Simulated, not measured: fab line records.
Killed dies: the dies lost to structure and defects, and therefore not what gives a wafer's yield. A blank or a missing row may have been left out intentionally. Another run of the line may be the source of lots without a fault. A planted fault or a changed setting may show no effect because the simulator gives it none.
fab line records + flow sky130
record:
- lots: 7
- wafers: 20
- last-day: 50
route steps=708 shown VT_ADJUST_NCORE@128 VT_ADJUST_HVTR@131 VT_ADJUST_PCH@143 PAD_OPEN@708
lots that met no fault: taken from a fault-free run of the same line
start-h: start of the lot's first displayed wafer, in hours after the record's first day + wait-h: time in hours since the lot's previous step + " the same as in the row above + L1.1+2: a single row standing in for several wafers + - either no value or no given start + * or withheld: withheld + < > ~ a bound
route shown NAME@n: a module of which the file shows steps, and the number in the route of the first + usual: mean/standard deviation taken from wafers without a fault + same: alike in all rows + chamber/n: place in a boat + sites: each site's reading + _std_site: standard deviation of those values + _edge_site: inner sites' mean taken away from outer sites' mean + radius-mm: how far each site lies from the wafer's centre + mask NAME#n: copy n + behind: the most recent tool/chamber to have shaped the wafer + hold: why the lot went on hold/how many hours it stayed there/how the hold came to an end + device: whichever transistor did not switch (one of n, p or np) + end of line: tests of these same wafers at the route's end + for a step that has no rows: nothing shown but its recipe + killed: not the wafer's yield, but the dies lost to structure and defects at the first sort + map: shows each die of a wafer: x if killed, . if not, _ if none is there
set.NAME: the setting as run; set.NAME@STEP: as run at that earlier step + model.NAME: the simulator's own value behind a step, which no gauge read
lots seen at some steps along the route; tables by step, rows by wafer
services: when a tool's chamber went out of use (start-h, in hours from the record's first day, below 0 if earlier), for how many hours, and the reason
== steps ==
step: SKY_VT_ADJUST_NCORE_IMPLANT_09
recipe:
- species: B
- energy-kev: 10
- dose-cm2: 2.4e+12
- tilt-deg: withheld
step: SKY_VT_ADJUST_NCORE_STRIP_10
recipe:
- chemistry: O2/N2
- power-w: 1400
- pressure-mtorr: 1500
- platen-temp-c: withheld
- o2-flow-sccm: 3000
- n2-flow-sccm: 300
- overash-fraction: 0.5
usual:
- drypump-motor-current-A: 5.4/0.4
- n2-flow-sccm: 300.0/0.92
- oes-product-au: 0.716/0.0042
- strip-time-to-endpoint-s: 14.18/0.043
| lot.wafer | tool            | chamber | start-h | wait-h | drypump-motor-current-A | n2-flow-sccm | oes-product-au | rf-hours-counter-h | strip-time-to-endpoint-s |
|-----------|-----------------|---------|---------|--------|-------------------------|--------------|----------------|--------------------|--------------------------|
| L836.2    | plasma-asher-03 | 0       | 198.29  | 0.1    | 5.1                     | 300.2        | 0.712          | 36                 | 14.17                    |
| L836.4    | "               | 1       | "       | "      | 5.0                     | 300.5        | 0.712          | -                  | 14.12                    |
| L836.6    | "               | 1       | "       | "      | 5.1                     | 301.2        | 0.708          | -                  | 14.17                    |
| L840.1    | plasma-asher-03 | 0       | 224.14  | 0.1    | 5.1                     | 298.8        | 0.721          | 39                 | 14.15                    |
| L840.2    | "               | 1       | "       | "      | 5.1                     | 300.6        | 0.708          | 39                 | 14.12                    |
| L840.6    | "               | 1       | "       | "      | 5.1                     | 300.7        | 0.717          | -                  | 14.14                    |
| L844.3    | plasma-asher-01 | 0       | 249.12  | 0.1    | 5.5                     | 300.3        | 0.717          | -                  | 14.18                    |
| L844.4    | "               | 1       | "       | "      | 5.9                     | 298.5        | 0.712          | -                  | 14.18                    |
| L844.5    | "               | 1       | "       | "      | 5.8                     | 299.4        | 0.715          | -                  | 14.21                    |
| L845.4    | plasma-asher-02 | 1       | 258.66  | 0.1    | 5.2                     | 300.3        | 0.716          | -                  | 14.22                    |
| L845.5    | "               | 1       | "       | "      | 5.2                     | 300.3        | 0.715          | -                  | 14.20                    |
| L846.2    | plasma-asher-03 | 1       | 266.88  | 0.1    | 5.0                     | 300.2        | 0.716          | 43                 | 14.16                    |
| L846.3    | "               | 1       | "       | "      | 5.0                     | 299.4        | 0.718          | -                  | 14.19                    |
| L846.6    | "               | 1       | "       | "      | 5.0                     | 300.1        | 0.713          | -                  | 14.13                    |
| L852.1    | plasma-asher-03 | 0       | 317.43  | 0.1    | 5.0                     | 301.1        | 0.714          | 48                 | 14.16                    |
| L852.5    | "               | 1       | "       | "      | 5.1                     | 300.4        | 0.719          | -                  | 14.17                    |
| L852.6    | "               | 0       | "       | "      | 5.0                     | 301.5        | 0.714          | -                  | 14.13                    |
| L855.1    | plasma-asher-02 | 1       | 337.92  | 0.1    | 5.2                     | 300.0        | 0.719          | 22                 | 14.20                    |
| L855.2    | "               | 0       | "       | "      | 6.3                     | 302.1        | 0.719          | 22                 | 14.18                    |
| L855.5    | "               | 0       | "       | "      | 6.3                     | 301.7        | 0.717          | -                  | 14.18                    |
step: SKY_VT_ADJUST_NCORE_TW_MEAS_11
usual:
- VT_ADJUST_NCORE_TW: 218.0/1.3
| lot.wafer | tool          | chamber | start-h | wait-h | VT_ADJUST_NCORE_TW |
|-----------|---------------|---------|---------|--------|--------------------|
| L836.2    | film-metro-01 | -       | 198.40  | 0.1    | 216.2              |
| L836.4    | "             | -       | "       | "      | 216.6              |
| L836.6    | "             | -       | "       | "      | 216.9              |
| L840.1    | film-metro-04 | -       | 224.24  | 0.1    | 219.3              |
| L840.2    | "             | -       | "       | "      | 218.3              |
| L840.6    | "             | -       | "       | "      | 219.0              |
| L844.3    | film-metro-04 | -       | 249.21  | 0.1    | 217.6              |
| L844.4    | "             | -       | "       | "      | 217.5              |
| L844.5    | "             | -       | "       | "      | 218.4              |
| L845.4    | film-metro-04 | -       | 258.76  | 0.1    | 217.8              |
| L845.5    | "             | -       | "       | "      | 219.1              |
| L846.2    | film-metro-04 | -       | 266.99  | 0.1    | 218.8              |
| L846.3    | "             | -       | "       | "      | 217.5              |
| L846.6    | "             | -       | "       | "      | 218.8              |
| L852.1    | film-metro-03 | -       | 317.53  | 0.1    | 219.8              |
| L852.5    | "             | -       | "       | "      | 219.6              |
| L852.6    | "             | -       | "       | "      | 219.4              |
| L855.1    | film-metro-03 | -       | 338.02  | 0.1    | 217.1              |
| L855.2    | "             | -       | "       | "      | 216.5              |
| L855.5    | "             | -       | "       | "      | 217.2              |
step: SKY_VT_ADJUST_HVTR_DEHYDRATE_00
recipe:
- temp-c: 200
- time-s: 60
step: SKY_VT_ADJUST_HVTR_HMDS_01
recipe:
- prime-time-s: 60
- prime-temp-c: 120
step: SKY_VT_ADJUST_HVTR_COAT_02
recipe:
- resist: NOVOLAK
- spin-rpm: 3000
- resist-thk-nm: 1140
step: SKY_VT_ADJUST_HVTR_SOFTBAKE_03
recipe:
- temp-c: 90
- time-s: 60
- resist: NOVOLAK
step: SKY_VT_ADJUST_HVTR_EXPOSE_04
recipe:
- mask-id: HVTRM
- target-cd-nm: 380
- na: 0.6
- source-shape: conventional
- sigma-outer: 0.6
- dose-mj: 150
step: SKY_VT_ADJUST_HVTR_PEB_05
recipe:
- temp-c: withheld
- time-s: *
- resist: NOVOLAK
step: SKY_VT_ADJUST_HVTR_DEVELOP_06
recipe:
- develop-time-s: 60
- dev-temp-c: 23
step: SKY_VT_ADJUST_HVTR_CD_MEAS_07
recipe:
- target-cd-nm: 380
usual:
- cd-nm: 381.2/2.8
| lot.wafer | tool      | chamber | start-h | wait-h | cd-nm |
|-----------|-----------|---------|---------|--------|-------|
| L836.2    | cd-sem-01 | -       | 219.54  | 0.1    | 380.3 |
| L836.4    | "         | -       | "       | "      | 378.4 |
| L836.6    | "         | -       | "       | "      | 380.0 |
| L840.1    | cd-sem-02 | -       | 247.12  | 0.1    | 382.4 |
| L840.2    | "         | -       | "       | "      | 383.0 |
| L840.6    | "         | -       | "       | "      | 379.0 |
| L844.3    | cd-sem-02 | -       | 272.81  | 0.1    | 381.6 |
| L844.4    | "         | -       | "       | "      | 382.9 |
| L844.5    | "         | -       | "       | "      | 383.2 |
| L845.4    | cd-sem-01 | -       | 283.08  | 0.1    | 379.1 |
| L845.5    | "         | -       | "       | "      | 375.8 |
| L846.2    | cd-sem-01 | -       | 291.34  | 0.1    | 381.4 |
| L846.3    | "         | -       | "       | "      | 381.6 |
| L846.6    | "         | -       | "       | "      | 381.5 |
| L852.1    | cd-sem-01 | -       | 344.77  | 0.1    | 379.6 |
| L852.5    | "         | -       | "       | "      | 376.0 |
| L852.6    | "         | -       | "       | "      | 379.2 |
| L855.1    | cd-sem-01 | -       | 365.71  | 0.1    | 378.6 |
| L855.2    | "         | -       | "       | "      | 376.2 |
| L855.5    | "         | -       | "       | "      | 376.5 |
step: SKY_VT_ADJUST_HVTR_OVL_MEAS_08
usual:
- VT_ADJUST_HVTR_OVL: -0.1/1.4
| lot.wafer | tool       | chamber | start-h | wait-h | VT_ADJUST_HVTR_OVL[nm] |
|-----------|------------|---------|---------|--------|------------------------|
| L836.2    | overlay-02 | -       | 219.65  | 0.1    | 1.1                    |
| L836.4    | "          | -       | "       | "      | -0.8                   |
| L836.6    | "          | -       | "       | "      | 0.8                    |
| L840.1    | overlay-02 | -       | 247.24  | 0.1    | 0.1                    |
| L840.2    | "          | -       | "       | "      | -0.2                   |
| L840.6    | "          | -       | "       | "      | -0.4                   |
| L844.3    | overlay-01 | -       | 272.91  | 0.1    | -1.3                   |
| L844.4    | "          | -       | "       | "      | 1.4                    |
| L844.5    | "          | -       | "       | "      | -0.5                   |
| L845.4    | overlay-02 | -       | 283.16  | 0.1    | 1.5                    |
| L845.5    | "          | -       | "       | "      | 0.8                    |
| L846.2    | overlay-02 | -       | 291.47  | 0.1    | -2.2                   |
| L846.3    | "          | -       | "       | "      | -2.0                   |
| L846.6    | "          | -       | "       | "      | -0.9                   |
| L852.1    | overlay-02 | -       | 344.89  | 0.1    | 0.7                    |
| L852.5    | "          | -       | "       | "      | -0.2                   |
| L852.6    | "          | -       | "       | "      | 0.1                    |
| L855.1    | overlay-01 | -       | 365.83  | 0.1    | -0.5                   |
| L855.2    | "          | -       | "       | "      | -0.2                   |
| L855.5    | "          | -       | "       | "      | -0.3                   |
step: SKY_VT_ADJUST_HVTR_IMPLANT_09
recipe:
- species: B
- energy-kev: 10
- dose-cm2: 2.1e+12
- tilt-deg: withheld
usual:
- beam-on-s: 9.99/0.2
- end-station-pressure-torr: 5.04e-06/2.9e-07
- faraday-current-uA: 11.86/0.23
| lot.wafer | tool         | chamber | start-h | wait-h | beam-on-s | end-station-pressure-torr | faraday-current-uA |
|-----------|--------------|---------|---------|--------|-----------|---------------------------|--------------------|
| L836.2    | implanter-01 | 0       | 219.70  | 0.0    | 9.75      | 5.21e-06                  | 12.12              |
| L836.4    | "            | 0       | "       | "      | 9.74      | 5.07e-06                  | 12.15              |
| L836.6    | "            | 0       | "       | "      | 10.03     | 5.1e-06                   | 11.80              |
| L840.1    | implanter-02 | 0       | 247.28  | 0.0    | 10.16     | 5.22e-06                  | 11.64              |
| L840.2    | "            | 0       | "       | "      | 9.74      | 5.28e-06                  | 12.15              |
| L840.6    | "            | 0       | "       | "      | 9.99      | 4.81e-06                  | 11.86              |
| L844.3    | implanter-01 | 0       | 272.98  | 0.1    | 10.20     | 4.93e-06                  | 11.63              |
| L844.4    | "            | 0       | "       | "      | 9.78      | 4.94e-06                  | 12.07              |
| L844.5    | "            | 0       | "       | "      | 8.53      | 5.14e-06                  | 13.83              |
| L845.4    | implanter-01 | 0       | 283.25  | 0.1    | 10.07     | 5.33e-06                  | 11.79              |
| L845.5    | "            | 0       | "       | "      | 8.23      | 4.52e-06                  | 14.40              |
| L846.2    | implanter-01 | 0       | 291.52  | 0.0    | 8.12      | 4.77e-06                  | 14.59              |
| L846.3    | "            | 0       | "       | "      | 10.11     | 5.65e-06                  | 11.75              |
| L846.6    | "            | 0       | "       | "      | 10.12     | 4.92e-06                  | 11.67              |
| L852.1    | implanter-02 | 0       | 344.92  | 0.0    | 10.07     | 4.77e-06                  | 11.71              |
| L852.5    | "            | 0       | "       | "      | 10.16     | 5.22e-06                  | 11.64              |
| L852.6    | "            | 0       | "       | "      | 9.86      | 5.2e-06                   | 11.92              |
| L855.1    | implanter-01 | 0       | 365.87  | 0.0    | 9.78      | 4.66e-06                  | 12.12              |
| L855.2    | "            | 0       | "       | "      | 9.85      | 5.03e-06                  | 11.99              |
| L855.5    | "            | 0       | "       | "      | 9.91      | 4.99e-06                  | 11.98              |
step: SKY_VT_ADJUST_HVTR_STRIP_10
recipe:
- chemistry: O2/N2
- power-w: 1400
- pressure-mtorr: 1500
- platen-temp-c: withheld
- o2-flow-sccm: 3000
- n2-flow-sccm: 300
- overash-fraction: 0.5
usual:
- drypump-motor-current-A: 5.6/0.5
- n2-flow-sccm: 299.9/0.77
- oes-product-au: 0.716/0.0043
- strip-time-to-endpoint-s: 14.18/0.034
| lot.wafer | tool            | chamber | start-h | wait-h | drypump-motor-current-A | n2-flow-sccm | oes-product-au | rf-hours-counter-h | strip-time-to-endpoint-s |
|-----------|-----------------|---------|---------|--------|-------------------------|--------------|----------------|--------------------|--------------------------|
| L836.2    | plasma-asher-03 | 1       | 219.83  | 0.1    | 5.1                     | 300.3        | 0.719          | 38                 | 14.17                    |
| L836.4    | "               | 1       | "       | "      | 5.1                     | 298.1        | 0.718          | -                  | 14.17                    |
| L836.6    | "               | 1       | "       | "      | 5.1                     | 300.1        | 0.717          | -                  | 14.12                    |
| L840.1    | plasma-asher-02 | 1       | 247.43  | 0.1    | 5.2                     | 300.2        | 0.708          | 13                 | 14.18                    |
| L840.2    | "               | 0       | "       | "      | 6.3                     | 299.2        | 0.718          | 13                 | 14.14                    |
| L840.6    | "               | 0       | "       | "      | 6.3                     | 298.6        | 0.717          | -                  | 14.17                    |
| L844.3    | plasma-asher-02 | 1       | 273.11  | 0.1    | 5.2                     | 298.0        | 0.719          | -                  | 14.19                    |
| L844.4    | "               | 0       | "       | "      | 6.2                     | 300.4        | 0.716          | -                  | 14.22                    |
| L844.5    | "               | 0       | "       | "      | 6.3                     | 298.7        | 0.720          | -                  | 14.18                    |
| L845.4    | plasma-asher-04 | 0       | 283.36  | 0.1    | 6.0                     | 300.2        | 0.719          | -                  | 14.21                    |
| L845.5    | "               | 1       | "       | "      | 5.5                     | 299.6        | 0.722          | -                  | 14.20                    |
| L846.2    | plasma-asher-04 | 0       | 291.65  | 0.1    | 6.0                     | 299.8        | 0.717          | 57                 | 14.17                    |
| L846.3    | "               | 0       | "       | "      | 6.0                     | 300.5        | 0.715          | -                  | 14.18                    |
| L846.6    | "               | 1       | "       | "      | 5.5                     | 300.7        | 0.711          | -                  | 14.17                    |
| L852.1    | plasma-asher-04 | 0       | 345.07  | 0.1    | 6.0                     | 299.2        | 0.726          | 62                 | 14.17                    |
| L852.5    | "               | 0       | "       | "      | 6.0                     | 298.3        | 0.713          | -                  | 14.19                    |
| L852.6    | "               | 1       | "       | "      | 5.5                     | 298.8        | 0.708          | -                  | 14.14                    |
| L855.1    | plasma-asher-02 | 1       | 366.02  | 0.1    | 5.2                     | 299.3        | 0.720          | 25                 | 14.15                    |
| L855.2    | "               | 0       | "       | "      | 6.3                     | 300.5        | 0.718          | 25                 | 14.21                    |
| L855.5    | "               | 1       | "       | "      | 5.2                     | 299.7        | 0.719          | -                  | 14.18                    |
step: SKY_VT_ADJUST_HVTR_TW_MEAS_11
usual:
- VT_ADJUST_HVTR_TW: 209.7/0.98
| lot.wafer | tool          | chamber | start-h | wait-h | VT_ADJUST_HVTR_TW |
|-----------|---------------|---------|---------|--------|-------------------|
| L836.2    | film-metro-03 | -       | 219.94  | 0.1    | 209.2             |
| L836.4    | "             | -       | "       | "      | 210.2             |
| L836.6    | "             | -       | "       | "      | 209.8             |
| L840.1    | film-metro-01 | -       | 247.53  | 0.1    | 209.7             |
| L840.2    | "             | -       | "       | "      | 209.2             |
| L840.6    | "             | -       | "       | "      | 208.8             |
| L844.3    | film-metro-03 | -       | 273.20  | 0.1    | 211.1             |
| L844.4    | "             | -       | "       | "      | 211.6             |
| L844.5    | "             | -       | "       | "      | 199.6             |
| L845.4    | film-metro-02 | -       | 283.46  | 0.1    | 208.8             |
| L845.5    | "             | -       | "       | "      | 197.3             |
| L846.2    | film-metro-01 | -       | 291.76  | 0.1    | 198.4             |
| L846.3    | "             | -       | "       | "      | 210.4             |
| L846.6    | "             | -       | "       | "      | 210.8             |
| L852.1    | film-metro-01 | -       | 345.17  | 0.1    | 209.0             |
| L852.5    | "             | -       | "       | "      | 210.4             |
| L852.6    | "             | -       | "       | "      | 208.7             |
| L855.1    | film-metro-01 | -       | 366.12  | 0.1    | 211.1             |
| L855.2    | "             | -       | "       | "      | 209.5             |
| L855.5    | "             | -       | "       | "      | 211.3             |
step: SKY_VT_ADJUST_PCH_DEHYDRATE_00
recipe:
- temp-c: 200
- time-s: 60
step: SKY_PAD_OPEN_PROBE_99
usual:
- killed_at_M0_to_M3: 44/7.5
- killed_at_M4_up: 3.2/1.9
- killed-at-contacts: 23/4.7
- killed-at-front-end: 15/4.7
- killed-at-other: 0.4/0.66
- killed-dies: 87/9.3
- killed-open: 47/7.2
- killed-short: 39/6.5
same:
- gross-dies: 492
- killed-at-back-side: 0
| lot.wafer | tool      | chamber | start-h | wait-h | killed_at_M0_to_M3 | killed_at_M4_up | killed-at-contacts | killed-at-front-end | killed-at-other | killed-dies | killed-open | killed-short | model.etest.pfet_01v8_mvt.drive-ua-um | model.etest.pfet_01v8_mvt.off-log10-a-um | model.etest.pfet_01v8_mvt.vt-sat-v | model.etest.pfet_01v8_mvt.vt-v | model.etest.pfet_01v8_mvt.vt-long-v |
|-----------|-----------|---------|---------|--------|--------------------|-----------------|--------------------|---------------------|-----------------|-------------|-------------|--------------|---------------------------------------|------------------------------------------|------------------------------------|--------------------------------|-------------------------------------|
| L836.2    | prober-02 | -       | 1086.09 | 0.1    | 47                 | 5               | 27                 | 19                  | 0               | 98          | 45          | 53           | 148.7                                 | -11.17                                   | -0.6157                            | -0.6985                        | -0.9025                             |
| L836.4    | prober-02 | -       | 1086.19 | 0.2    | 45                 | 2               | 30                 | 14                  | 0               | 91          | 43          | 48           | 151.6                                 | -11.12                                   | -0.6008                            | -0.6887                        | -0.8961                             |
| L836.6    | prober-02 | -       | 1086.29 | 0.2    | 47                 | 1               | 19                 | 13                  | 0               | 80          | 47          | 33           | 150.2                                 | -11.29                                   | -0.6067                            | -0.6891                        | -0.8954                             |
| L840.1    | prober-02 | -       | 1112.09 | 0.1    | 34                 | 0               | 21                 | 11                  | 0               | 66          | 43          | 23           | 151.2                                 | -10.64                                   | -0.5583                            | -0.6432                        | -0.8517                             |
| L840.2    | prober-02 | -       | 1112.14 | 0.1    | 45                 | 2               | 25                 | 9                   | 0               | 81          | 41          | 40           | 150.2                                 | -10.78                                   | -0.564                             | -0.6485                        | -0.8566                             |
| L840.6    | prober-02 | -       | 1112.34 | 0.2    | 43                 | 5               | 26                 | 12                  | 0               | 86          | 44          | 42           | 150.7                                 | -10.65                                   | -0.5645                            | -0.6492                        | -0.8534                             |
| L844.3    | prober-02 | -       | 1134.10 | 0.2    | 47                 | 2               | 23                 | 16                  | 0               | 88          | 54          | 33           | 148.9                                 | -10.78                                   | -0.5832                            | -0.6662                        | -0.866                              |
| L844.4    | prober-02 | -       | 1134.15 | 0.2    | 49                 | 4               | 22                 | 17                  | 0               | 92          | 57          | 35           | 150.8                                 | -10.71                                   | -0.5713                            | -0.6586                        | -0.8633                             |
| L844.5    | prober-02 | -       | 1134.20 | 0.2    | 53                 | 1               | 18                 | 15                  | 0               | 87          | 60          | 26           | 146.3                                 | -11.56                                   | -0.6265                            | -0.7048                        | -0.9097                             |
| L845.4    | prober-01 | -       | 1144.91 | 0.2    | 46                 | 10              | 18                 | 15                  | 1               | 90          | 50          | 40           | 154.5                                 | -10.19                                   | -0.5144                            | -0.6122                        | -0.8335                             |
| L845.5    | prober-01 | -       | 1144.96 | 0.2    | 33                 | 3               | 29                 | 17                  | 1               | 83          | 40          | 43           | 146.1                                 | -10.96                                   | -0.5807                            | -0.6657                        | -0.8761                             |
| L846.2    | prober-02 | -       | 1149.79 | 0.1    | 46                 | 6               | 26                 | 12                  | 0               | 90          | 46          | 44           | 145.4                                 | -11.24                                   | -0.6115                            | -0.6873                        | -0.8916                             |
| L846.3    | prober-02 | -       | 1149.84 | 0.2    | 34                 | 2               | 27                 | 12                  | 0               | 75          | 44          | 31           | 151.3                                 | -10.48                                   | -0.5454                            | -0.6341                        | -0.8427                             |
| L846.6    | prober-02 | -       | 1149.99 | 0.2    | 48                 | 5               | 29                 | 10                  | 1               | 93          | 52          | 41           | 154.9                                 | -10.26                                   | -0.541                             | -0.6297                        | -0.8386                             |
| L852.1    | prober-02 | -       | 1180.60 | 0.1    | 39                 | 3               | 28                 | 20                  | 1               | 91          | 49          | 42           | 154                                   | -10.52                                   | -0.5534                            | -0.6399                        | -0.8491                             |
| L852.5    | prober-02 | -       | 1180.80 | 0.2    | 31                 | 0               | 18                 | 19                  | 0               | 68          | 29          | 39           | 153.6                                 | -10.57                                   | -0.557                             | -0.6465                        | -0.8538                             |
| L852.6    | prober-02 | -       | 1180.85 | 0.2    | 46                 | 2               | 30                 | 21                  | 1               | 100         | 57          | 43           | 148.1                                 | -10.81                                   | -0.5695                            | -0.6519                        | -0.8552                             |
| L855.1    | prober-01 | -       | 1191.33 | 0.1    | 47                 | 3               | 27                 | 19                  | 0               | 96          | 58          | 37           | 148.3                                 | -10.74                                   | -0.5804                            | -0.6665                        | -0.87                               |
| L855.2    | prober-01 | -       | 1191.38 | 0.1    | 57                 | 4               | 19                 | 9                   | 1               | 90          | 49          | 41           | 151.8                                 | -10.78                                   | -0.5751                            | -0.6622                        | -0.8686                             |
| L855.5    | prober-01 | -       | 1191.53 | 0.2    | 45                 | 3               | 23                 | 18                  | 0               | 89          | 45          | 43           | 153.8                                 | -10.77                                   | -0.5655                            | -0.6553                        | -0.8621                             |
killed by level:class
L836.2 VIA1:geometric-particle:open=12 POLY_GATE:geometric-particle:open=8 METAL3:geometric-particle:short=7 CONTACT:geometric-particle:short=7 LI_CONTACT:geometric-particle:open=7 CONTACT:geometric-particle:open=7 VIA3:geometric-particle:open=6 LOCAL_INTERCONNECT:geometric-particle:short=5
L836.4 CONTACT:geometric-particle:open=11 METAL2:geometric-particle:short=9 VIA1:geometric-particle:open=8 VIA1:geometric-particle:short=6 CONTACT:geometric-particle:short=6 VIA2:geometric-particle:open=5 LOCAL_INTERCONNECT:geometric-particle:short=5 POLY_GATE:geometric-particle:short=4
L836.6 VIA1:geometric-particle:open=14 VIA2:geometric-particle:open=9 VIA1:geometric-particle:short=8 CONTACT:geometric-particle:short=7 VIA3:geometric-particle:open=6 CONTACT:geometric-particle:open=5 FIELD_ISO:geometric-particle:open=4 LI_CONTACT:geometric-particle:open=4
L840.1 VIA1:geometric-particle:open=10 CONTACT:geometric-particle:open=9 LI_CONTACT:geometric-particle:open=7 POLY_GATE:geometric-particle:open=5 VIA3:geometric-particle:open=5 VIA2:geometric-particle:open=5 POLY_GATE:geometric-particle:short=4 LOCAL_INTERCONNECT:geometric-particle:short=3
L840.2 VIA1:geometric-particle:open=15 CONTACT:geometric-particle:short=8 CONTACT:geometric-particle:open=8 VIA1:geometric-particle:short=7 METAL3:geometric-particle:short=6 METAL1:geometric-particle:short=4 METAL2:geometric-particle:short=4 VIA2:geometric-particle:open=4
L840.6 VIA1:geometric-particle:open=15 LI_CONTACT:geometric-particle:open=9 CONTACT:geometric-particle:open=8 VIA1:geometric-particle:short=6 METAL2:geometric-particle:short=6 VIA2:geometric-particle:open=5 CONTACT:geometric-particle:short=4 METAL4:geometric-particle:short=4
L844.3 VIA1:geometric-particle:open=12 CONTACT:geometric-particle:open=9 VIA2:geometric-particle:open=9 VIA3:geometric-particle:open=8 FIELD_ISO:geometric-particle:open=7 LI_CONTACT:geometric-particle:short=5 CONTACT:geometric-particle:short=4 VIA3:geometric-particle:short=4
L844.4 VIA3:geometric-particle:open=13 VIA2:geometric-particle:open=9 CONTACT:geometric-particle:open=8 VIA1:geometric-particle:open=8 POLY_GATE:geometric-particle:short=5 LI_CONTACT:geometric-particle:open=5 METAL1:geometric-particle:short=5 VIA3:geometric-particle:short=5
L844.5 VIA1:geometric-particle:open=17 VIA2:geometric-particle:open=9 CONTACT:geometric-particle:open=9 METAL1:geometric-particle:short=5 VIA3:geometric-particle:open=5 VIA1:geometric-particle:short=4 METAL1:geometric-particle:open=4 FIELD_ISO:geometric-particle:open=3
L845.4 VIA1:geometric-particle:open=11 VIA2:geometric-particle:open=9 METAL4:geometric-particle:short=8 CONTACT:geometric-particle:open=8 VIA3:geometric-particle:open=6 METAL1:geometric-particle:short=5 VIA1:geometric-particle:short=5 FIELD_ISO:geometric-particle:short=4
L845.5 CONTACT:geometric-particle:open=12 CONTACT:geometric-particle:short=10 METAL2:geometric-particle:short=9 VIA1:geometric-particle:open=7 FIELD_ISO:geometric-particle:short=5 VIA2:geometric-particle:open=5 POLY_GATE:geometric-particle:open=4 METAL1:geometric-particle:short=4
L846.2 VIA1:geometric-particle:open=13 LI_CONTACT:geometric-particle:open=10 CONTACT:geometric-particle:short=6 VIA1:geometric-particle:short=6 VIA3:geometric-particle:open=6 METAL1:geometric-particle:short=5 VIA2:geometric-particle:open=5 FIELD_ISO:geometric-particle:open=4
L846.3 CONTACT:geometric-particle:open=11 VIA1:geometric-particle:open=8 VIA3:geometric-particle:open=7 LI_CONTACT:geometric-particle:open=6 CONTACT:geometric-particle:short=5 METAL2:geometric-particle:short=5 VIA2:geometric-particle:open=4 METAL1:geometric-particle:short=4
L846.6 CONTACT:geometric-particle:open=12 VIA1:geometric-particle:open=12 METAL1:geometric-particle:short=8 VIA3:geometric-particle:open=7 LOCAL_INTERCONNECT:geometric-particle:short=6 VIA3:geometric-particle:short=6 LI_CONTACT:geometric-particle:open=5 VIA1:geometric-particle:short=5
L852.1 LOCAL_INTERCONNECT:geometric-particle:short=12 VIA1:geometric-particle:open=11 VIA3:geometric-particle:open=8 LI_CONTACT:geometric-particle:open=7 FIELD_ISO:geometric-particle:open=6 CONTACT:geometric-particle:open=6 FIELD_ISO:geometric-particle:short=5 POLY_GATE:geometric-particle:open=4
L852.5 VIA1:geometric-particle:open=9 FIELD_ISO:geometric-particle:short=7 METAL3:geometric-particle:short=5 LI_CONTACT:geometric-particle:open=4 LOCAL_INTERCONNECT:geometric-particle:short=4 CONTACT:geometric-particle:short=4 METAL1:geometric-particle:short=4 FIELD_ISO:geometric-particle:open=3
L852.6 VIA1:geometric-particle:open=15 LI_CONTACT:geometric-particle:open=9 CONTACT:geometric-particle:open=8 VIA3:geometric-particle:open=7 FIELD_ISO:geometric-particle:open=6 POLY_GATE:geometric-particle:short=6 LOCAL_INTERCONNECT:geometric-particle:short=6 VIA1:geometric-particle:short=5
L855.1 CONTACT:geometric-particle:open=13 VIA3:geometric-particle:open=9 VIA2:geometric-particle:open=7 VIA1:geometric-particle:open=7 METAL1:geometric-particle:short=6 FIELD_ISO:geometric-particle:short=5 POLY_GATE:geometric-particle:open=4 SPACER:geometric-particle:short=4
L855.2 VIA1:geometric-particle:open=13 METAL1:geometric-particle:short=10 VIA3:geometric-particle:open=7 LI_CONTACT:geometric-particle:open=6 METAL2:geometric-particle:short=5 VIA2:geometric-particle:open=5 LI_CONTACT:geometric-particle:short=4 CONTACT:geometric-particle:short=4
L855.5 LI_CONTACT:geometric-particle:open=9 VIA1:geometric-particle:open=9 CONTACT:geometric-particle:open=7 METAL1:geometric-particle:short=5 VIA1:geometric-particle:short=5 METAL2:geometric-particle:short=5 FIELD_ISO:geometric-particle:open=4 VIA2:geometric-particle:short=4
== services ==
| tool            | chamber | start-h | hours | kind   |
|-----------------|---------|---------|-------|--------|
| plasma-asher-01 | -       | 229.29  | 2.8   | pm     |
| plasma-asher-04 | -       | 232.29  | 2.2   | repair |
| plasma-asher-04 | -       | 240.67  | 14.6  | pm     |
| implanter-01    | -       | 246.20  | 1.2   | repair |
| plasma-asher-01 | -       | 261.39  | 3.1   | repair |
| plasma-asher-02 | -       | 276.58  | 3.1   | repair |
| plasma-asher-01 | -       | 337.55  | 14.6  | pm     |
== key ==
first-sign:
- step: SKY_VT_ADJUST_HVTR_IMPLANT_09
- reading: faraday-current-uA
- direction: up
- sigmas: 10
- usual: 11.86
- struck: 14.27
effect:
- step: SKY_VT_ADJUST_HVTR_IMPLANT_09
- reading: beam-on-s
- direction: down
- sigmas: 8.6
- usual: 9.99
- struck: 8.29
effect:
- step: SKY_VT_ADJUST_HVTR_TW_MEAS_11
- reading: VT_ADJUST_HVTR_TW
- direction: down
- sigmas: 12
- usual: 209.7
- struck: 198.4
model-effect:
- step: SKY_PAD_OPEN_PROBE_99
- value: etest.pfet_01v8_mvt.drive-ua-um
- without: 153.3
- struck: 145.9
met-at SKY_VT_ADJUST_HVTR_IMPLANT_09
struck-wafers L844.5,L845.5,L846.2
tester-left-out L844,L845,L846
onset-between 219.70 272.98
fault:
- kind: process-parameter-drift
- tool: implanter-01
- chamber: -
- onset-h: 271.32
- steps: SKY_VT_ADJUST_HVTR_IMPLANT_09
- channel: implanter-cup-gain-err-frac
- offset: 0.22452
- shape: step
- end-h: 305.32
- scope: struck-wafers-only
tester-left-out: of these lots the tester's yield and bins aren't shown, on N5 and GAA mostly nor the transistor test; their killed dies are dies lost to structure and defects alone, not to doping, threshold or leakage, so they don't give the yield
